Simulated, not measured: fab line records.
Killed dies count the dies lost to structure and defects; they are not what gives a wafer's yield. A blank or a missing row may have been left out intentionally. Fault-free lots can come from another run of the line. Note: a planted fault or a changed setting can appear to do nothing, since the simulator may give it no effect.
Chamber matching ; flow gf180mcu ; 3 sister chambers for GF_V1_CVD_02 on pecvd-01
The step deposits SiO2 from TEOS, target thk 850 nm, time 94.851 s. 3 wafers are shown with their chamber, then 9 later ones without.

WAFERS, EACH WITH ITS CHAMBER
wafer;chamber;heater power w (W)
L085.1;0;690
L085.2;1;638
L085.3;2;650

WAFERS WITH NO CHAMBER GIVEN
wafer;heater power w (W)
L085.4;735
L085.5;689
L085.6;677
L090.1;716
L090.5;775
L090.6;704
L091.1;729
L091.3;691
L091.4;559

WHICH CHAMBER EACH WENT THROUGH
wafer;from the rows above;in truth
L085.4;can't be placed: 0 or 2 or 1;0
L085.5;can't be placed: 0 or 2 or 1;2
L085.6;can't be placed: 0 or 2 or 1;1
L090.1;can't be placed: 0 or 2 or 1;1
L090.5;can't be placed: 0 or 2 or 1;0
L090.6;can't be placed: 0 or 2 or 1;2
L091.1;can't be placed: 0 or 2 or 1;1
L091.3;can't be placed: 0 or 2 or 1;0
L091.4;can't be placed: 1 or 2 or 0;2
0 of 9 placed correctly. Can't be placed from these rows: 9 (the true chamber is among the candidates in 9). Placed wrongly: 0.
How it was worked out, from the rows above alone: a wafer's distance from a chamber is the root of the sum, over the readings, of the square of ((its reading less the chamber's mean) divided by the reading's scatter). If the next closest chamber is less than 2 further off than the closest, the wafer can't be placed; otherwise it belongs to the closest. For every chamber, the mean is computed from those of its wafers that are shown. The scatter (one wafer shown for each chamber): square how far every hidden wafer sits from the nearest shown wafer, average those squares and take the square root.
